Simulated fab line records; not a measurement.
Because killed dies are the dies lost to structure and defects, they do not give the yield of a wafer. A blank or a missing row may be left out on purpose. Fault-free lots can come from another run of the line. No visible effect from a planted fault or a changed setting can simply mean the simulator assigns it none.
The tool behind it: which one?	flow gf180mcu	14 lots with 42 wafers sampled at 2 steps, on a route of 602 steps

== WHAT EACH GAUGE READ, for each wafer ==
GF_V5_THK_MEAS_01.
lot	measured	on	V5_CVD_00_THK (nm)
L175	day 26 09:37	filmMetro-02	297 301 300
L176	day 26 16:25	filmMetro-02	299 299 303
L178	day 27 09:14	filmMetro-04	296 299 291
L180	day 28 04:20	filmMetro-04	299 298 302
L181	day 28 13:37	filmMetro-03	290 296 295
L183	day 29 05:26	filmMetro-04	301 298 298
L184	day 29 16:04	filmMetro-03	296 299 301
L185	day 29 18:14	filmMetro-02	301 301 296
L187	day 30 03:46	filmMetro-03	294 291 296
L188	day 30 17:05	filmMetro-03	300 301 297
L189	day 30 21:05	filmMetro-03	293 298 300
L193	day 31 19:52	filmMetro-04	298 296 296
L195	day 32 07:47	filmMetro-04	299 300 301
L197	day 32 18:02	filmMetro-04	299 298 303

GF_V5_BOW_MEAS_05.
lot	measured	on	V5_BOW (um)
L175	day 26 10:10	filmMetro-04	129 143 124
L176	day 26 16:56	filmMetro-03	151 152 138
L178	day 27 09:46	filmMetro-04	120 118 119
L180	day 28 04:52	filmMetro-03	127 131 136
L181	day 28 14:09	filmMetro-03	120 127 122
L183	day 29 05:58	filmMetro-04	137 132 131
L184	day 29 16:36	filmMetro-04	131 126 125
L185	day 29 18:47	filmMetro-03	138 128 126
L187	day 30 04:17	filmMetro-03	128 129 137
L188	day 30 17:37	filmMetro-04	118 123 125
L189	day 30 21:37	filmMetro-04	141 124 141
L193	day 31 20:23	filmMetro-04	120 125 128
L195	day 32 08:19	filmMetro-02	152 140 130
L197	day 32 18:35	filmMetro-02	129 133 137

== WHICH TOOL RAN EACH LOT (tool, then ch and the chambers of the sampled wafers, then the start) ==
The record shows no process step preceding these readings.

== WHAT THE TOOLS THEMSELVES READ (means of the sampled wafers that have a number; where no wafer has one, the mark that the record gives instead) ==
The record holds no such reading with a usual standard deviation.

== THE ANSWER, worked out from the rows above alone ==
Rule: usual is defined by the lots themselves. The widest of any qualifying gaps counts: lots, ordered by their means at a reading, are off when they make up no more than a third of the lots, leave a main group of 4 or more, and stand apart from it by 3 or more times the standard deviation of that group's means. A main group is skipped when, at the precision printed for the reading in the tables above, its means are all equal. Also off: a lot with no number at a reading for which 4 or more lots have one. All remaining lots with rows at the step are treated as sound. The gauges are gone through in route order, then the tools' own readings, and for those a lot's mean is taken as printed above. At the first step where some lot is off, the reading lying furthest off is the one used; lots without a number count as furthest.
Nothing can be told from this: no lot is off at any reading shown.

== WHAT THE SIMULATOR HAD INSERTED ==
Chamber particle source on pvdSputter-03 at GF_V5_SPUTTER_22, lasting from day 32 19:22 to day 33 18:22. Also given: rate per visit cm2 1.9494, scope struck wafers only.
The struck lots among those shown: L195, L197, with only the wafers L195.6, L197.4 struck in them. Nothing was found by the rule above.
